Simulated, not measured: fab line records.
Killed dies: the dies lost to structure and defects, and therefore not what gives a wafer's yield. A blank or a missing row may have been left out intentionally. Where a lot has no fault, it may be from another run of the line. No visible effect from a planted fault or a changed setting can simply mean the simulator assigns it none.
A single fault, viewed from 2 desks || flow sky130 || every desk sees just its own numbers, and what lay behind them comes last

METROLOGY DESK
What the gauges read, lot by lot, whatever tool the lot ran on: means of the sampled wafers that have a number. Marked OUT: a lot whose mean sits more than 4 standard deviations from the usual mean, which makes it out of limits; the brackets give that distance.
Columns: A = cd nm at SKY_LDD_P_CD_MEAS_07, usual 381.1 nm; B = LDD_HVN_OVL at SKY_LDD_HVN_OVL_MEAS_07, usual -0.4 nm; C = LDD_HVP_TW at SKY_LDD_HVP_TW_MEAS_10, usual 452.8
{"lot": "L201", "first seen here": "day 18 22:43", "A": 380.6, "B": 0.1, "C": 451.4}
{"lot": "L202", "first seen here": "day 19 03:43", "A": 379.3, "B": -1.5, "C": 454.9}
{"lot": "L207", "first seen here": "day 21 21:06", "A": 378.6, "B": 1.4, "C": 457.2}
{"lot": "L209", "first seen here": "day 22 05:08", "A": 382.4, "B": -0.9, "C": 451.3}
{"lot": "L210", "first seen here": "day 22 11:08", "A": 378.4, "B": 0.3, "C": 450.1}
{"lot": "L211", "first seen here": "day 23 04:48", "A": 381.8, "B": 0.3, "C": 456.1}
{"lot": "L213", "first seen here": "day 23 11:07", "A": 386.5, "B": -1.4, "C": "465.6 (+4.3) OUT"}
{"lot": "L214", "first seen here": "day 23 18:06", "A": 382.8, "B": -1.2, "C": "471.0 (+6.1) OUT"}
{"lot": "L215", "first seen here": "day 24 00:14", "A": 381.2, "B": 0.6, "C": 452.3}
{"lot": "L219", "first seen here": "day 25 10:27", "A": 382.1, "B": 1.0, "C": 449.9}
{"lot": "L222", "first seen here": "day 26 07:52", "A": 379.7, "B": 0.4, "C": 456.3}
{"lot": "L223", "first seen here": "day 26 15:10", "A": 382.5, "B": -0.1, "C": 455.4}
This desk finds L213, L214 out of limits, with the earliest case on L213 at day 25 22:10 (LDD_HVP_TW at SKY_LDD_HVP_TW_MEAS_10). L201, L202, L207, L209, L210, L211, L215, L219, L222, L223: within limits.

THE TOOL OWNER'S DESK: implanter-01
For each lot that ran on this tool, the mean over its sampled wafers that have a number, from the tool's own readings at SKY_LDD_HVP_IMPLANT_08. Marked OUT: a lot whose mean sits more than 4 standard deviations from the usual mean, which makes it out of limits; the brackets give that distance.
Columns: A = beam on s at SKY_LDD_HVP_IMPLANT_08, usual 9.98 s; B = end station pressure torr at SKY_LDD_HVP_IMPLANT_08, usual 5.04e-06 Torr; C = faraday current uA at SKY_LDD_HVP_IMPLANT_08, usual 96.1
{"lot": "L207", "first seen here": "day 24 10:05", "A": 9.93, "B": 5.05e-06, "C": 96.5}
{"lot": "L209", "first seen here": "day 24 16:47", "A": 9.95, "B": 5.11e-06, "C": 96.4}
{"lot": "L210", "first seen here": "day 24 22:50", "A": 10.21, "B": 4.72e-06, "C": 93.9}
{"lot": "L213", "first seen here": "day 25 21:55", "A": "11.16 (+5.9) OUT", "B": "7.26e-05 (+99 or more) OUT", "C": "83.9 (-6.8) OUT"}
{"lot": "L214", "first seen here": "day 26 05:20", "A": "11.42 (+7.2) OUT", "B": "7.11e-05 (+99 or more) OUT", "C": "82.1 (-7.8) OUT"}
{"lot": "L222", "first seen here": "day 28 18:11", "A": 10.00, "B": 5.13e-06, "C": 96.0}
This desk finds L213, L214 out of limits, L213 being first, at day 25 21:55 (beam on s at SKY_LDD_HVP_IMPLANT_08). L207, L209, L210, L222: within limits.

TAKEN TOGETHER
The tool owner's desk had the chance to raise an alarm at day 25 21:55 on L213, L214.
At day 25 22:10 the metrology desk could have sounded an alarm, on L213, L214.
Of the lots named, all ran SKY_LDD_HVP_IMPLANT_08 on implanter-01.

WHAT THE SIMULATOR PUT IN
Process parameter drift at SKY_LDD_HVP_IMPLANT_08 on implanter-01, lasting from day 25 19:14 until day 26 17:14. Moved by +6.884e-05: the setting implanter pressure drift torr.
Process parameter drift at SKY_LDD_HVP_IMPLANT_08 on implanter-01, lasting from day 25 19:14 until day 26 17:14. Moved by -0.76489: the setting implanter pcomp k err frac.
Struck lots among those shown: L213, L214.
Counting hours from when the fault started, the first reading out of limits came at 3 for the tool owner's desk and at 3 for the metrology desk.
